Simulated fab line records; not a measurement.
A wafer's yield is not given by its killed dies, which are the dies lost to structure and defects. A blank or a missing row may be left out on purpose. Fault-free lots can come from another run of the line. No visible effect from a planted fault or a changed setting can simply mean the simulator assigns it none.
fab line records	flow sky130	part 1 of 2: steps 1 to 42 of 43
record lots=6	wafers=18	last_day=50
route steps=708 shown LI_CONTACT@370 LOCAL_INTERCONNECT@387 CONTACT@406 PAD_OPEN@708
lots that met no fault: taken from a fault-free run of the same line
start_h: hours from the record's opening day to when the first of the lot's shown wafers began	wait_h: how many hours have passed since the lot's step before this one	" as in the row above	L1.1+2: several wafers, shown together as one row	- no value, or no start was given	* or withheld: withheld	< > ~ a bound
route shown NAME@n: a module of which the file shows steps, and the number in the route of the first	usual: mean/standard deviation taken from wafers without a fault	same: alike in all rows	chamber/n: place in a boat	sites: per-site readings	_std_site: standard deviation across them	_edge_site: outer sites' mean less inner sites'	radius_mm: for every site, how far away it sits from the centre of the wafer	mask NAME#n: copy n	behind: the tool/chamber that last shaped the wafer	hold: the reason the lot was held/the length of the hold in hours/how it ended	device: the transistor (n, p or np) that didn't switch	end of line: at the end of the route, the tests of the same wafers	a step without rows: its recipe alone	killed: dies lost to structure and defects at the first sort, not the wafer's yield	map: a wafer's dies, x killed, . not, _ none there
set.NAME: the setting as run; set.NAME@STEP: as run at that earlier step	model.NAME: the simulator's own value behind a step, which no gauge read
lots seen at some steps along the route; tables by step, rows by wafer
services: a tool's chamber out of use, with start hour (start_h, from the record's first day; less than 0 if before it), hours out, and reason
## steps
# step SKY_LI_CONTACT_SOFTBAKE_08
# recipe temp_c=100	time_s=90	resist=KrF-thick
# step SKY_LI_CONTACT_EXPOSE_09
# recipe mask_id=LICM1	na=0.8	source_shape=annular	sigma_inner=0.55	sigma_outer=0.85	target_cd_nm=170	dose_mj=38
# step SKY_LI_CONTACT_PEB_10
# recipe peb_temp_c=withheld	peb_time_s=withheld	resist=KrF-thick
# step SKY_LI_CONTACT_DEVELOP_11
# recipe develop_time_s=60	resist=KrF-thick	dev_temp_c=21
# step SKY_LI_CONTACT_CD_MEAS_12
# recipe target_cd_nm=170
# usual cd_nm=170.5/1.4
lot.wafer	tool	chamber	start_h	wait_h	cd_nm
L336.1	cd_sem-01	-	727.06	-	172.5
L336.2	"	-	"	"	173.9
L336.6	"	-	"	"	173.3
L337.2	cd_sem-01	-	734.06	-	171.7
L337.3	"	-	"	"	171.4
L337.6	"	-	"	"	171.2
L338.4	cd_sem-02	-	738.57	-	169.7
L338.5	"	-	"	"	169.3
L338.6	"	-	"	"	169.9
L345.2	cd_sem-01	-	793.49	-	170.4
L345.3	"	-	"	"	169.3
L345.5	"	-	"	"	170.4
L352.2	cd_sem-01	-	841.17	-	169.5
L352.5	"	-	"	"	170.0
L352.6	"	-	"	"	172.0
L353.1	cd_sem-02	-	850.90	-	171.5
L353.2	"	-	"	"	171.0
L353.3	"	-	"	"	172.4
# step SKY_LI_CONTACT_OVL_MEAS_13
# usual LI_CONTACT_OVL=0/6.6
lot.wafer	tool	chamber	start_h	wait_h	LI_CONTACT_OVL[nm]
L336.1	overlay-01	-	727.18	0.1	-4
L336.2	"	-	"	"	-5
L336.6	"	-	"	"	-1
L337.2	overlay-01	-	734.17	0.1	10
L337.3	"	-	"	"	-4
L337.6	"	-	"	"	0
L338.4	overlay-01	-	738.65	0.1	7
L338.5	"	-	"	"	2
L338.6	"	-	"	"	5
L345.2	overlay-01	-	793.60	0.1	-4
L345.3	"	-	"	"	-1
L345.5	"	-	"	"	-3
L352.2	overlay-01	-	841.27	0.1	4
L352.5	"	-	"	"	3
L352.6	"	-	"	"	2
L353.1	overlay-01	-	851.02	0.1	4
L353.2	"	-	"	"	-7
L353.3	"	-	"	"	3
# step SKY_LI_CONTACT_ETCH_14
# recipe chemistry=N2/H2	target=BARC	ion_energy_ev=200	source_w=500	bias_w=100	pressure_mtorr=30	n2_flow_sccm=100	h2_flow_sccm=200	stop_on=SiO2	time_s=45.9	target_depth_a=600
# step SKY_LI_CONTACT_ETCH_15
# recipe target=PSG	chemistry=C4F8/O2/Ar	stop_on=Si	taper_deg=4.15	mask_material=KrF-thick	source_w=1500	bias_w=1200	pressure_mtorr=40	c4f8_flow_sccm=withheld	O2_flow_sccm=6	Ar_flow_sccm=300	time_s=withheld	target_depth_a=6000
# usual oes_product_au=0.838/0.0043
lot.wafer	tool	chamber	start_h	wait_h	oes_product_au
L336.1	rie_diel-01	0	727.26	0.0	0.830
L336.2	"	3	"	"	0.836
L336.6	"	3	"	"	0.841
L337.2	rie_diel-03	3	734.24	0.0	0.838
L337.3	"	0	"	"	0.844
L337.6	"	1	"	"	0.834
L338.4	rie_diel-01	0	738.76	0.0	0.838
L338.5	"	3	"	"	0.840
L338.6	"	1	"	"	0.839
L345.2	rie_diel-03	3	793.67	0.0	0.839
L345.3	"	0	"	"	0.832
L345.5	"	2	"	"	0.834
L352.2	rie_diel-04	1	841.34	0.0	0.837
L352.5	"	0	"	"	0.844
L352.6	"	3	"	"	0.837
L353.1	rie_diel-04	2	851.10	0.0	0.834
L353.2	"	3	"	"	0.836
L353.3	"	1	"	"	0.829
# step SKY_LI_CONTACT_STRIP_16
# recipe chemistry=O2/N2	power_w=1400	pressure_mtorr=1500	platen_temp_c=withheld	o2_flow_sccm=3000	n2_flow_sccm=300	overash_fraction=0.5
# step SKY_LI_CONTACT_CLEAN_17
# recipe chemistry=NMP	time_s=600	temp_c=60	dry=n2_spin
# step SKY_LI_CONTACT_PRE_CLEAN_18
# recipe gas=Ar	time_s=5.6	bias_v=358
# step SKY_LI_CONTACT_SPUTTER_19
# recipe material=Ti	target_thk_nm=20	chamber_pressure_pa=5	power_w=2500	substrate_temp_c=200	time_s=106.37
# step SKY_LI_CONTACT_SPUTTER_20
# recipe material=TiN	target_thk_nm=20	chamber_pressure_pa=5	power_w=4000	time_s=80
# usual throttle_valve_pct=30.6/1.4
lot.wafer	tool	chamber	start_h	wait_h	throttle_valve_pct
L336.1	pvd_sputter-03	-	727.72	0.0	31.4
L336.2	"	-	"	"	29.6
L336.6	"	-	"	"	29.1
L337.2	pvd_sputter-02	-	734.73	0.0	29.2
L337.3	"	-	"	"	31.3
L337.6	"	-	"	"	32.0
L338.4	pvd_sputter-02	-	739.17	0.0	29.3
L338.5	"	-	"	"	31.8
L338.6	"	-	"	"	29.4
L345.2	pvd_sputter-03	-	794.14	0.0	29.7
L345.3	"	-	"	"	29.0
L345.5	"	-	"	"	31.4
L352.2	pvd_sputter-02	-	841.82	0.0	28.9
L352.5	"	-	"	"	30.2
L352.6	"	-	"	"	29.2
L353.1	pvd_sputter-03	-	851.56	0.0	29.8
L353.2	"	-	"	"	31.2
L353.3	"	-	"	"	29.3
# step SKY_LI_CONTACT_CVD_21
# recipe material=W	target_thk_nm=400	time_s=120.56	temp_c=400	pressure_torr=40
# step SKY_LI_CONTACT_RS_MEAS_22
# recipe thk_meas_gauge=four-point-probe	reads=W_of_LI_CONTACT_CVD_21+TiN_of_LI_CONTACT_SPUTTER_20+Ti_of_LI_CONTACT_SPUTTER_19
# usual LI_CONTACT_W_RS=0.284/0.0031
lot.wafer	tool	chamber	start_h	wait_h	LI_CONTACT_W_RS[ohm/sq]
L336.1	film_metro-02	-	727.91	0.1	0.286
L336.2	"	-	"	"	0.287
L336.6	"	-	"	"	0.289
L337.2	film_metro-01	-	734.94	0.1	0.280
L337.3	"	-	"	"	0.278
L337.6	"	-	"	"	0.280
L338.4	film_metro-01	-	739.42	0.1	0.287
L338.5	"	-	"	"	0.284
L338.6	"	-	"	"	0.285
L345.2	film_metro-03	-	794.35	0.1	0.289
L345.3	"	-	"	"	0.288
L345.5	"	-	"	"	0.287
L352.2	film_metro-01	-	842.02	0.1	0.286
L352.5	"	-	"	"	0.282
L352.6	"	-	"	"	0.286
L353.1	film_metro-02	-	851.74	0.1	0.280
L353.2	"	-	"	"	0.286
L353.3	"	-	"	"	0.285
# step SKY_LI_CONTACT_THK_MEAS_23
# recipe thk_meas_gauge=xrf	reads=W_of_LI_CONTACT_CVD_21
# usual LI_CONTACT_W_THK=396/5.5
lot.wafer	tool	chamber	start_h	wait_h	LI_CONTACT_W_THK[nm]
L336.1	film_metro-02	-	728.03	0.1	391
L336.2	"	-	"	"	390
L336.6	"	-	"	"	385
L337.2	film_metro-01	-	735.05	0.1	400
L337.3	"	-	"	"	400
L337.6	"	-	"	"	400
L338.4	film_metro-01	-	739.51	0.1	395
L338.5	"	-	"	"	393
L338.6	"	-	"	"	388
L345.2	film_metro-03	-	794.46	0.1	392
L345.3	"	-	"	"	393
L345.5	"	-	"	"	393
L352.2	film_metro-01	-	842.13	0.1	389
L352.5	"	-	"	"	394
L352.6	"	-	"	"	390
L353.1	film_metro-02	-	851.86	0.1	392
L353.2	"	-	"	"	384
L353.3	"	-	"	"	388
# step SKY_LI_CONTACT_CMP_24
# recipe stop_on=PSG	t_overpolish_s=20	down_force_psi=3.5	platen_rpm=60	target_thk_nm=0	pad_velocity_m_s=0.94248
# usual motor_current_A=10.8/1	overpolish_run_s=20.000/0.0098	platen_rpm=60.00/0.044	time_to_endpoint_s=98/3.8
lot.wafer	tool	chamber	start_h	wait_h	motor_current_A	overpolish_run_s	platen_rpm	time_to_endpoint_s
L336.1	cmp-02	3	728.14	0.1	10.0	20.003	60.00	92
L336.2	"	0	"	"	10.6	19.997	59.98	95
L336.6	"	2	"	"	9.2	20.009	60.07	95
L337.3	cmp-02	2	735.10	0.0	9.6	19.994	60.03	100
L337.2	"	0	"	"	10.3	19.998	60.00	100
L337.6	"	3	"	"	10.4	19.999	60.05	100
L338.4	cmp-02	1	739.78	0.3	10.2	20.001	59.95	99
L338.6	"	2	"	"	9.1	20.007	60.02	96
L338.5	"	3	"	"	9.8	20.021	59.97	97
L345.2	cmp-01	0	794.51	0.0	12.3	19.987	59.97	88
L345.3	"	1	"	"	10.4	20.004	59.94	96
L345.5	"	0	"	"	12.2	20.007	59.99	95
L352.2	cmp-01	3	842.18	0.0	11.2	19.987	60.02	94
L352.6	"	3	"	"	10.9	19.996	59.93	94
L352.5	"	0	"	"	12.5	19.994	59.97	94
L353.3	cmp-02	0	851.92	0.0	10.1	20.007	60.01	107
L353.1	"	1	"	"	10.4	19.996	60.07	105
L353.2	"	3	"	"	10.3	20.000	59.97	104
# step SKY_LOCAL_INTERCONNECT_SPUTTER_00
# recipe material=TiN	target_thk_nm=100	temp_c=300	power_w=6500	time_s=83.3	chamber_pressure_pa=0.4
# usual throttle_valve_pct=30.1/1.4
lot.wafer	tool	chamber	start_h	wait_h	throttle_valve_pct
L336.1	pvd_sputter-01	-	728.39	0.2	31.2
L336.2	"	-	"	"	29.9
L336.6	"	-	"	"	31.2
L337.2	pvd_sputter-03	-	735.40	0.1	32.9
L337.3	"	-	"	"	31.3
L337.6	"	-	"	"	29.7
L338.4	pvd_sputter-03	-	739.93	0.1	33.3
L338.5	"	-	"	"	29.4
L338.6	"	-	"	"	29.6
L345.2	pvd_sputter-04	-	794.81	0.2	29.8
L345.3	"	-	"	"	28.2
L345.5	"	-	"	"	31.8
L352.2	pvd_sputter-03	-	842.48	0.2	29.0
L352.5	"	-	"	"	29.5
L352.6	"	-	"	"	29.1
L353.1	pvd_sputter-01	-	852.22	0.2	29.9
L353.2	"	-	"	"	31.1
L353.3	"	-	"	"	27.6
# step SKY_LOCAL_INTERCONNECT_RS_MEAS_01
# recipe thk_meas_gauge=four-point-probe	reads=TiN_of_LOCAL_INTERCONNECT_SPUTTER_00
# usual LOCAL_INTERCONNECT_TIN_RS=14.14/0.15
lot.wafer	tool	chamber	start_h	wait_h	LOCAL_INTERCONNECT_TIN_RS[ohm/sq]
L336.1	film_metro-02	-	728.45	0.0	14.16
L336.2	"	-	"	"	14.27
L336.6	"	-	"	"	14.10
L337.2	film_metro-01	-	735.48	0.1	14.23
L337.3	"	-	"	"	14.17
L337.6	"	-	"	"	14.29
L338.4	film_metro-02	-	740.05	0.1	14.23
L338.5	"	-	"	"	14.27
L338.6	"	-	"	"	14.30
L345.2	film_metro-04	-	794.89	0.1	14.09
L345.3	"	-	"	"	14.03
L345.5	"	-	"	"	14.06
L352.2	film_metro-04	-	842.57	0.1	14.41
L352.5	"	-	"	"	14.44
L352.6	"	-	"	"	14.48
L353.1	film_metro-02	-	852.28	0.0	14.03
L353.2	"	-	"	"	14.12
L353.3	"	-	"	"	14.15
# step SKY_LOCAL_INTERCONNECT_THK_MEAS_02
# recipe thk_meas_gauge=xrf	reads=TiN_of_LOCAL_INTERCONNECT_SPUTTER_00
# usual LOCAL_INTERCONNECT_TIN_THK=101.1/1.1
lot.wafer	tool	chamber	start_h	wait_h	LOCAL_INTERCONNECT_TIN_THK[nm]
L336.1	film_metro-02	-	728.57	0.1	101.2
L336.2	"	-	"	"	100.1
L336.6	"	-	"	"	100.8
L337.2	film_metro-01	-	735.59	0.1	100.8
L337.3	"	-	"	"	100.5
L337.6	"	-	"	"	99.6
L338.4	film_metro-02	-	740.14	0.1	100.3
L338.5	"	-	"	"	100.6
L338.6	"	-	"	"	100.2
L345.2	film_metro-04	-	795.00	0.1	101.3
L345.3	"	-	"	"	101.3
L345.5	"	-	"	"	101.8
L352.2	film_metro-04	-	842.68	0.1	99.6
L352.5	"	-	"	"	99.4
L352.6	"	-	"	"	99.4
L353.1	film_metro-02	-	852.40	0.1	101.5
L353.2	"	-	"	"	101.2
L353.3	"	-	"	"	101.0
# step SKY_LOCAL_INTERCONNECT_DEHYDRATE_03
# recipe temp_c=200	time_s=60
# step SKY_LOCAL_INTERCONNECT_HMDS_04
# recipe prime_time_s=60	prime_temp_c=120
# step SKY_LOCAL_INTERCONNECT_COAT_05
# recipe resist=BARC	temp_c=withheld	time_s=withheld	spin_rpm=3000	resist_thk_nm=60
# step SKY_LOCAL_INTERCONNECT_COAT_06
# recipe resist=KrF-thick	spin_rpm=3000	resist_thk_nm=450
# step SKY_LOCAL_INTERCONNECT_SOFTBAKE_07
# recipe temp_c=100	time_s=90	resist=KrF-thick
# step SKY_LOCAL_INTERCONNECT_EXPOSE_08
# recipe mask_id=LI1M	na=0.8	source_shape=annular	sigma_inner=0.55	sigma_outer=0.85	target_cd_nm=170	dose_mj=28
# step SKY_LOCAL_INTERCONNECT_PEB_09
# recipe peb_temp_c=withheld	peb_time_s=withheld	resist=KrF-thick
# step SKY_LOCAL_INTERCONNECT_DEVELOP_10
# recipe develop_time_s=60	resist=KrF-thick	dev_temp_c=21
# step SKY_LOCAL_INTERCONNECT_CD_MEAS_11
# recipe target_cd_nm=170
# usual cd_nm=169.3/1.4
lot.wafer	tool	chamber	start_h	wait_h	cd_nm
L336.1	cd_sem-02	-	756.36	-	170.1
L336.2	"	-	"	"	169.2
L336.6	"	-	"	"	168.9
L337.2	cd_sem-01	-	762.90	-	168.2
L337.3	"	-	"	"	167.6
L337.6	"	-	"	"	168.0
L338.4	cd_sem-01	-	768.27	-	169.8
L338.5	"	-	"	"	169.0
L338.6	"	-	"	"	168.9
L345.2	cd_sem-01	-	821.07	-	170.1
L345.3	"	-	"	"	170.6
L345.5	"	-	"	"	170.7
L352.2	cd_sem-01	-	868.80	-	170.6
L352.5	"	-	"	"	171.7
L352.6	"	-	"	"	171.8
L353.1	cd_sem-02	-	877.71	-	170.8
L353.2	"	-	"	"	169.6
L353.3	"	-	"	"	168.8
# step SKY_LOCAL_INTERCONNECT_OVL_MEAS_12
# usual LOCAL_INTERCONNECT_OVL=-2/5.4
lot.wafer	tool	chamber	start_h	wait_h	LOCAL_INTERCONNECT_OVL[nm]
L336.1	overlay-01	-	756.48	0.1	-2
L336.2	"	-	"	"	-3
L336.6	"	-	"	"	-5
L337.2	overlay-01	-	763.00	0.1	-5
L337.3	"	-	"	"	4
L337.6	"	-	"	"	0
L338.4	overlay-02	-	768.35	0.1	-16
L338.5	"	-	"	"	-10
L338.6	"	-	"	"	-8
L345.2	overlay-02	-	821.18	0.1	-4
L345.3	"	-	"	"	-9
L345.5	"	-	"	"	-8
L352.2	overlay-02	-	868.91	0.1	-2
L352.5	"	-	"	"	-2
L352.6	"	-	"	"	-1
L353.1	overlay-01	-	877.83	0.1	-13
L353.2	"	-	"	"	-10
L353.3	"	-	"	"	-3
# step SKY_LOCAL_INTERCONNECT_ETCH_13
# recipe chemistry=N2/H2	target=BARC	ion_energy_ev=200	bias_w=100	pressure_mtorr=30	n2_flow_sccm=100	h2_flow_sccm=200	icp_w=500	stop_on=SiO2	time_s=45.9	target_depth_a=600
# usual drypump_motor_current_A=5.7/0.52	oes_product_au=0.855/0.0047	throttle_valve_pct=13.225/0.0089
lot.wafer	tool	chamber	start_h	wait_h	drypump_motor_current_A	oes_product_au	rf_hours_counter_h	throttle_valve_pct
L336.1	rie_metal-01	0	756.52	0.0	5.9	0.862	2	13.215
L336.2	"	1	"	"	6.1	0.859	7	13.227
L336.6	"	0	"	"	5.9	0.858	-	13.209
L337.2	rie_metal-04	1	763.06	0.0	5.1	0.849	-	13.219
L337.3	"	1	"	"	5.1	0.849	-	13.227
L337.6	"	1	"	"	5.1	0.859	-	13.226
L338.4	rie_metal-04	1	768.43	0.1	5.1	0.858	-	13.221
L338.5	"	1	"	"	5.1	0.860	-	13.219
L338.6	"	1	"	"	5.1	0.856	-	13.214
L345.2	rie_metal-01	0	821.21	0.0	5.9	0.857	5	13.217
L345.3	"	1	"	"	6.1	0.861	-	13.225
L345.5	"	1	"	"	6.1	0.859	-	13.224
L352.2	rie_metal-01	0	868.94	0.0	5.9	0.848	7	13.234
L352.5	"	0	"	"	5.9	0.853	-	13.229
L352.6	"	1	"	"	6.1	0.845	-	13.242
L353.1	rie_metal-02	0	877.87	0.0	5.2	0.852	15	13.220
L353.2	"	1	"	"	6.6	0.856	1	13.222
L353.3	"	1	"	"	6.6	0.853	-	13.224
# step SKY_LOCAL_INTERCONNECT_METAL_ETCH_14
# recipe target_depth_nm=110	stop_on=PSG	chemistry=Cl2/BCl3	target=TiN	resist_sidewall_deg=88	pressure_mtorr=10	icp_w=900	bias_w=48.5	Cl2_flow_sccm=60	bcl3_flow_sccm=30	time_s=31.4
# step SKY_LOCAL_INTERCONNECT_STRIP_15
# recipe chemistry=O2/N2	power_w=1400	pressure_mtorr=1500	platen_temp_c=withheld	o2_flow_sccm=3000	n2_flow_sccm=300	overash_fraction=0.5
# step SKY_LOCAL_INTERCONNECT_STRIP_16
# recipe chemistry=post_etch_residue_remover	time_s=1200	temp_c=72.5
# step SKY_LOCAL_INTERCONNECT_CLEAN_17
# recipe chemistry=IPA	time_s=180	temp_c=25
# step SKY_LOCAL_INTERCONNECT_CLEAN_18
# recipe chemistry=O3/DIW	dry=n2_spin
# step SKY_CONTACT_CVD_00
# recipe material=Si3N4	target_thk_nm=75	temp_c=400	time_s=withheld	rf_w=450
# usual heater_power_w=706/110
lot.wafer	tool	chamber	start_h	wait_h	heater_power_w
L336.1	pecvd-04	2	757.23	0.0	992
L336.2	"	1	"	"	583
L336.6	"	2	"	"	1014
L337.2	pecvd-04	0	763.86	0.0	678
L337.3	"	2	"	"	962
L337.6	"	0	"	"	684
L338.4	pecvd-02	0	769.25	0.0	677
L338.5	"	1	"	"	551
L338.6	"	2	"	"	666
L345.2	pecvd-02	1	821.91	0.0	671
L345.3	"	0	"	"	712
L345.5	"	1	"	"	695
L352.2	pecvd-04	1	869.65	0.0	648
L352.5	"	1	"	"	650
L352.6	"	2	"	"	1014
L353.1	pecvd-02	1	878.58	0.0	570
L353.2	"	2	"	"	674
L353.3	"	0	"	"	678
# step SKY_CONTACT_THK_MEAS_01
# recipe reads=Si3N4_of_CONTACT_CVD_00
# usual CONTACT_CVD_00_THK=74.6/0.84
lot.wafer	tool	chamber	start_h	wait_h	CONTACT_CVD_00_THK[nm]
L336.1	film_metro-03	-	757.26	-	73.2
L336.2	"	-	"	"	74.0
L336.6	"	-	"	"	74.5
L337.2	film_metro-03	-	763.90	-	74.0
L337.3	"	-	"	"	74.4
L337.6	"	-	"	"	76.4
L338.4	film_metro-04	-	769.30	-	73.1
L338.5	"	-	"	"	75.1
L338.6	"	-	"	"	74.6
L345.2	film_metro-02	-	821.96	-	74.9
L345.3	"	-	"	"	74.8
L345.5	"	-	"	"	75.5
L352.2	film_metro-04	-	869.69	-	74.8
L352.5	"	-	"	"	76.0
L352.6	"	-	"	"	76.0
L353.1	film_metro-03	-	878.61	-	74.1
L353.2	"	-	"	"	73.6
L353.3	"	-	"	"	73.3
# step SKY_CONTACT_HDPCVD_02
# recipe material=SiO2	target_thk_nm=565	sigma_open_frac=0.3	time_s=94.2	temp_c=600	sih4_flow_sccm=60	pressure_mtorr=6
# step SKY_CONTACT_THK_MEAS_03
# recipe reads=SiO2_of_CONTACT_HDPCVD_02
# usual CONTACT_HDPCVD_THK=564/5.4
lot.wafer	tool	chamber	start_h	wait_h	CONTACT_HDPCVD_THK[nm]
L336.1	film_metro-02	-	757.39	0.0	564
L336.2	"	-	"	"	560
L336.6	"	-	"	"	564
L337.2	film_metro-04	-	764.06	0.1	567
L337.3	"	-	"	"	569
L337.6	"	-	"	"	570
L338.4	film_metro-03	-	769.57	0.1	563
L338.5	"	-	"	"	562
L338.6	"	-	"	"	563
L345.2	film_metro-03	-	822.09	0.0	561
L345.3	"	-	"	"	565
L345.5	"	-	"	"	568
L352.2	film_metro-03	-	869.82	0.0	563
L352.5	"	-	"	"	566
L352.6	"	-	"	"	565
L353.1	film_metro-04	-	878.74	0.0	567
L353.2	"	-	"	"	571
L353.3	"	-	"	"	568
# step SKY_CONTACT_CMP_04
# recipe material=SiO2	down_force_psi=4	platen_rpm=60	pad_velocity_m_s=0.94248
# step SKY_CONTACT_BOW_MEAS_05
# recipe mode=bow
# usual CONTACT_BOW=82/7
lot.wafer	tool	chamber	start_h	wait_h	CONTACT_BOW[um]
L336.1	film_metro-03	-	757.78	0.2	80
L336.2	"	-	"	"	83
L336.6	"	-	"	"	86
L337.2	film_metro-02	-	764.54	0.2	63
L337.3	"	-	"	"	69
L337.6	"	-	"	"	81
L338.4	film_metro-04	-	769.96	0.2	92
L338.5	"	-	"	"	91
L338.6	"	-	"	"	83
L345.2	film_metro-03	-	822.46	0.2	84
L345.3	"	-	"	"	76
L345.5	"	-	"	"	85
L352.2	film_metro-02	-	870.19	0.1	68
L352.5	"	-	"	"	86
L352.6	"	-	"	"	87
L353.1	film_metro-03	-	879.10	0.1	77
L353.2	"	-	"	"	93
L353.3	"	-	"	"	87
